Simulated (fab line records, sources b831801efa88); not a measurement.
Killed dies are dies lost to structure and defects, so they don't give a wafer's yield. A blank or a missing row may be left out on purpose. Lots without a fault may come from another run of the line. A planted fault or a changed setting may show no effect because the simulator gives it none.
One fault seen from 2 desks | flow sky130 | each desk has only its own numbers; what lay behind them comes last

THE TOOL OWNER'S DESK: rie_metal-03
The tool's own readings at SKY_METAL4_ETCH_16 (etches BARC in N2/H2, stops on SiO2, time 88.2 s, target depth 60 nm): means of the sampled wafers that have a number, for each lot that ran on this tool. A lot is out of limits, marked OUT, if its mean lies more than 4 standard deviations from the usual mean; the brackets give that distance.
Columns: A = bias_w at SKY_METAL4_ETCH_16, usual 99.95 W; B = drypump_motor_current_A at SKY_METAL4_ETCH_16, usual 5.6 A; C = oes_product_au at SKY_METAL4_ETCH_16, usual 0.626 a.u.; D = throttle_valve_pct at SKY_METAL4_ETCH_16, usual 13.205 %
lot  | first seen here | A                | B   | C     | D
L555 | day 43 19:53    | 100.39           | 5.6 | 0.622 | 13.209
L559 | day 45 02:35    | 99.80            | 5.6 | 0.621 | 13.201
L560 | day 45 04:35    | 99.65            | 5.6 | 0.625 | 13.206
L564 | day 46 02:17    | 99.77            | 5.6 | 0.626 | 13.207
L563 | day 46 03:25    | 105.55 (+19) OUT | 5.9 | 0.625 | 13.204
L565 | day 46 12:58    | 105.15 (+18) OUT | 5.9 | 0.623 | 13.194
This desk's finding: out of limits on L563, L565; first on L563, day 46 03:25 (bias_w at SKY_METAL4_ETCH_16). In limits: L555, L559, L560, L564.

THE METROLOGY DESK
What the gauges read, lot by lot, whatever tool the lot ran on: means of the sampled wafers that have a number. A lot is out of limits, marked OUT, if its mean lies more than 4 standard deviations from the usual mean; the brackets give that distance.
Columns: A = METAL1_OVL at SKY_METAL1_OVL_MEAS_16, usual 0 nm; B = VIA1_BOW at SKY_VIA1_BOW_MEAS_03, usual 80 um
lot  | first seen here | A  | B
L549 | day 33 00:31    | -2 | 84
L550 | day 33 08:23    | 1  | 75
L551 | day 33 20:04    | -8 | 76
L552 | day 34 07:25    | 3  | 83
L555 | day 35 05:33    | 2  | 81
L558 | day 36 08:51    | 3  | 77
L559 | day 36 16:11    | -9 | 83
L560 | day 36 21:15    | 6  | 78
L563 | day 37 22:07    | -4 | 83
L564 | day 37 23:16    | 2  | 76
L565 | day 38 09:51    | -5 | 81
L570 | day 39 20:37    | 5  | 74
This desk's finding: nothing out of limits on any of the 12 lots.

PUT TOGETHER
The tool owner's desk could have raised an alarm at day 46 03:25, on L563, L565.
The metrology desk saw nothing out of limits.
The metrology desk has L563, L565 on record, within its limits.
Of the lots named, all ran SKY_METAL4_ETCH_16 on rie_metal-03.

WHAT THE SIMULATOR HAD PUT IN
Process parameter drift: rie_metal-03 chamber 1, from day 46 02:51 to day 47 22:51, at SKY_METAL4_ETCH_16. Setting bias_w, moved by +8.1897, from 100. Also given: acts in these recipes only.
Lots struck among those shown: L563, L565.
Hours from the fault's start to each desk's first reading out of limits: the tool owner's desk, 1.
